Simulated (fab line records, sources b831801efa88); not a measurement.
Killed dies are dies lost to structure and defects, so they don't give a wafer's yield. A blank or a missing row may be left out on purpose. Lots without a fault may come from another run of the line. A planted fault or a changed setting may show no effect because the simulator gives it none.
Problem report in the 8D (eight disciplines) form, filled by code | flow gf180mcu | the parts of the form that need people (team, actions taken, sign-off) are left out

1. THE PROBLEM
NSD_RS at GF_PSD_RS_MEAS_14 reads a mean of 49.00 ohm/sq on 6 wafers of 2 lots; wafers without a fault read 46.11 ohm/sq with a standard deviation of 0.08. That is +36 standard deviations from the usual mean.
The step: measures by four-point-probe.
First seen on wafer L456.3, day 16 21:24, on film_metro-01. The record holds 39 wafers of 13 lots with a number at this step. Rule for "out", or "out of limits": more than 4 standard deviations from the usual mean. The other wafers with a number count as sound.

2. WHAT IT IS AND WHAT IT IS NOT
question                    | is                           | is not
which readings at this step | NSD_RS                       | -
which lots                  | L456, L457                   | L450, L462, L463, L464, L465, L468, L469, L470, L471, L472, L473
which wafers of those lots  | all that have a number       | -
read on which gauges        | film_metro-01, film_metro-02 | film_metro-04
when                        | from day 16 21:24            | up to then (3 sound wafers); but 30 sound wafers of L462, L463, L464, L465, L468, L469, L470, L471, L472, L473 came after

3. SUSPECTS, AND WHAT RULES EACH OUT
Counting: a tool at a process step up to the reading stays a suspect if it ran every lot that is out and no sound lot after the first of them.
- the gauge at GF_PSD_RS_MEAS_14: ruled out. The wafers that are out were read on 2 gauges (film_metro-01, film_metro-02).
- rtp_anneal-01 at GF_PSD_RTA_13 (time 20 s): ruled out as a lasting fault. Sound lots L469, L470, L471, L472, L473 ran on it after its first lot that is out, L456 (day 16 21:19).
Left after counting: nothing in the record.

4. THE CAUSE (what the simulator had put in)
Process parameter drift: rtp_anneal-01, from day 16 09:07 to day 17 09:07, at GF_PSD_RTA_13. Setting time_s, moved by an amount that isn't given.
Counting ruled it out, wrongly: the rule takes a fault to strike every lot that its tool runs from its start on, and this one did not.

5. THE CHAIN OF EFFECTS, in route order
Each row: a reading whose mean over the struck wafers that have a number lies more than 3 standard deviations from the usual. Only readings for which the record gives a usual standard deviation are gone through. hours: the time from each lot's start at the first step in this table that gives one to its start at this step, as a median over the lots. sigmas: the change in usual standard deviations.
hours | step              | reading      | usual         | on struck wafers | change | sigmas
0     | GF_PSD_RTA_13     | run_length_s | 48.82 s       | 38.99            | -9.83  | -49
0     | GF_PSD_RS_MEAS_14 | NSD_RS       | 46.11 ohm/sq  | 49.00            | +2.89  | +36
0     | GF_PSD_RS_MEAS_15 | PSD_RS       | 108.50 ohm/sq | 116.62           | +8.12  | +32
The process steps in it:
- GF_PSD_RTA_13: time 20 s.
Later measuring or inspecting steps at which every struck wafer that the step has a row for has a number for every such reading, and none has moved that far: GF_SAB_CD_MEAS_09.

6. WHAT WOULD HAVE CAUGHT IT SOONER
In this record the first reading out of limits at a measuring or inspecting step was taken at day 16 21:24, 12 hours after the fault began at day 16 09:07.
The tool's own readings at GF_PSD_RTA_13 were out on every struck wafer that the step has a row for (run_length_s): an alarm limit on them would have fired on the first of those.
